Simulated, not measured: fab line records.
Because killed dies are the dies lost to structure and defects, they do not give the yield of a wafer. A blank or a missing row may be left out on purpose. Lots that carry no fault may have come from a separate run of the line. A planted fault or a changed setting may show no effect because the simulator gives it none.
Which tool did it? + flow sky130 + 13 lots with 39 wafers sampled at 3 steps, on a route of 708 steps

## WHAT EACH GAUGE READ, for each wafer
SKY_NWELL_TW_MEAS_15. Usual: NWELL_TW 1814, standard deviation 25.
| lot  | measured    | on           | NWELL_TW       | flag |
|------|-------------|--------------|----------------|------|
| L448 | day 5 00:55 | filmMetro-03 | 1841 1854 1842 |      |
| L451 | day 5 20:21 | filmMetro-01 | 1832 1822 1816 |      |
| L452 | day 5 22:36 | filmMetro-04 | 1783 1769 1777 |      |
| L453 | day 6 07:27 | filmMetro-01 | 1820 1826 1816 |      |
| L455 | day 6 21:17 | filmMetro-04 | 1777 1769 1778 |      |
| L458 | day 7 13:33 | filmMetro-01 | 1814 1817 1820 |      |
| L459 | day 7 17:35 | filmMetro-01 | 1826 1817 1820 |      |
| L462 | day 8 09:26 | filmMetro-03 | 1846 1841 1838 |      |
| L463 | day 8 16:15 | filmMetro-04 | 1797 1795 1795 |      |
| L464 | day 8 20:59 | filmMetro-01 | 1830 1822 1835 |      |
| L465 | day 9 03:38 | filmMetro-04 | 1787 1776 1785 |      |
| L467 | day 9 15:26 | filmMetro-01 | 1833 1820 1832 |      |
| L468 | day 9 20:29 | filmMetro-03 | 1856 1848 1837 |      |

## EACH LOT AND THE TOOL THAT RAN IT (in order: tool; ch and the chambers of the sampled wafers; start)
| lot  | SKY_FIELD_ISO_ETCH_14            | SKY_PWDE_STRIP_09                  |
|------|----------------------------------|------------------------------------|
| L448 | rieDiel-02 ch 1,2,3, day 2 15:40 | plasmaAsher-03 ch 0,1, day 4 07:13 |
| L451 | rieDiel-02 ch 1,2,3, day 3 08:22 | plasmaAsher-02 ch 0,1, day 5 01:17 |
| L452 | rieDiel-01 ch 2,3, day 3 11:29   | plasmaAsher-02 ch 0,1, day 5 03:40 |
| L453 | rieDiel-04 ch 1,2,3, day 3 17:59 | plasmaAsher-02 ch 0,1, day 5 11:59 |
| L455 | rieDiel-04 ch 0,1,3, day 4 03:50 | plasmaAsher-03 ch 0, day 6 01:05   |
| L458 | rieDiel-02 ch 1,2,3, day 4 21:32 | plasmaAsher-04 ch 1, day 6 17:50   |
| L459 | rieDiel-04 ch 1,2,3, day 5 00:14 | plasmaAsher-02 ch 1, day 6 21:08   |
| L462 | rieDiel-01 ch 0,3, day 5 16:40   | plasmaAsher-02 ch 0,1, day 7 13:58 |
| L463 | rieDiel-02 ch 0,1,3, day 5 21:37 | plasmaAsher-04 ch 0,1, day 7 19:22 |
| L464 | rieDiel-01 ch 1,2,3, day 6 03:47 | plasmaAsher-03 ch 0,1, day 8 00:17 |
| L465 | rieDiel-04 ch 0,1,3, day 6 08:31 | plasmaAsher-02 ch 0,1, day 8 06:47 |
| L467 | rieDiel-02 ch 0,1,3, day 6 19:31 | plasmaAsher-02 ch 0,1, day 8 17:35 |
| L468 | rieDiel-02 ch 1,3, day 6 21:47   | plasmaAsher-02 ch 0,1, day 8 22:46 |
- SKY_FIELD_ISO_ETCH_14: etches BARC in N2/H2, stops on SiO2, time 45.9 s, target depth 60 nm.
- SKY_PWDE_STRIP_09: strips in O2/N2.

## WHAT THE TOOLS THEMSELVES READ (means of the sampled wafers that have a number; where no wafer has one, the mark that the record gives instead)
SKY_FIELD_ISO_ETCH_14. Usual: drypumpMotorCurrentA 5.7 A, standard deviation 0.33; oesProductAu 0.855 a.u., standard deviation 0.0044; throttleValvePct 13.225 %, standard deviation 0.0091.
| lot  | tool       | drypumpMotorCurrentA (A) | oesProductAu (a.u.) | throttleValvePct (%) | flag |
|------|------------|--------------------------|---------------------|----------------------|------|
| L448 | rieDiel-02 | 6.0                      | 0.852               | 13.227               |      |
| L451 | rieDiel-02 | 6.0                      | 0.854               | 13.223               |      |
| L452 | rieDiel-01 | 5.8                      | 0.857               | 13.217               |      |
| L453 | rieDiel-04 | 5.4                      | 0.854               | 13.222               |      |
| L455 | rieDiel-04 | 5.5                      | 0.855               | 13.228               |      |
| L458 | rieDiel-02 | 5.9                      | 0.854               | 13.222               |      |
| L459 | rieDiel-04 | 5.4                      | 0.859               | 13.228               |      |
| L462 | rieDiel-01 | 5.8                      | 0.857               | 13.225               |      |
| L463 | rieDiel-02 | 5.7                      | 0.850               | 13.226               |      |
| L464 | rieDiel-01 | 5.9                      | 0.855               | 13.219               |      |
| L465 | rieDiel-04 | 5.5                      | 0.853               | 13.228               |      |
| L467 | rieDiel-02 | 5.7                      | 0.854               | 13.223               |      |
| L468 | rieDiel-02 | 5.7                      | 0.857               | 13.229               |      |

SKY_PWDE_STRIP_09. Usual: drypumpMotorCurrentA 5.8 A, standard deviation 0.45; oesProductAu 0.723 a.u., standard deviation 0.0046; stripTimeToEndpointS 36.58 s, standard deviation 0.098.
| lot  | tool           | drypumpMotorCurrentA (A) | oesProductAu (a.u.) | stripTimeToEndpointS (s) | flag |
|------|----------------|--------------------------|---------------------|--------------------------|------|
| L448 | plasmaAsher-03 | 5.7                      | 0.723               | 36.40                    |      |
| L451 | plasmaAsher-02 | 5.6                      | 0.723               | 36.55                    |      |
| L452 | plasmaAsher-02 | 5.6                      | 0.723               | 36.59                    |      |
| L453 | plasmaAsher-02 | 5.6                      | 0.723               | 36.56                    |      |
| L455 | plasmaAsher-03 | 6.4                      | 0.724               | 36.46                    |      |
| L458 | plasmaAsher-04 | 6.5                      | 0.725               | 36.61                    |      |
| L459 | plasmaAsher-02 | 5.7                      | 0.725               | 36.44                    |      |
| L462 | plasmaAsher-02 | 5.6                      | 0.730               | 36.58                    |      |
| L463 | plasmaAsher-04 | 6.5                      | 0.725               | 36.57                    |      |
| L464 | plasmaAsher-03 | 5.7                      | 0.725               | 36.57                    |      |
| L465 | plasmaAsher-02 | 5.6                      | 0.721               | 36.56                    |      |
| L467 | plasmaAsher-02 | 5.5                      | 0.725               | 36.60                    |      |
| L468 | plasmaAsher-02 | 5.5                      | 0.722               | 36.65                    |      |

## THE ANSWER, worked out from the rows above alone
Rule: a lot is off if the mean of its wafers that have a number lies more than 3 standard deviations from the usual mean. Also off: a lot with no number at a reading for which 4 or more lots have one. The other lots that the step has rows for count as sound. The gauges are gone through in route order, then the tools' own readings, and for those a lot's mean is taken as printed above. At the first step where some lot is off, the reading lying furthest off is the one used; lots without a number count as furthest.
Across all readings shown, no lot is off: no conclusion can be drawn from this.

## WHAT THE SIMULATOR HAD PUT IN
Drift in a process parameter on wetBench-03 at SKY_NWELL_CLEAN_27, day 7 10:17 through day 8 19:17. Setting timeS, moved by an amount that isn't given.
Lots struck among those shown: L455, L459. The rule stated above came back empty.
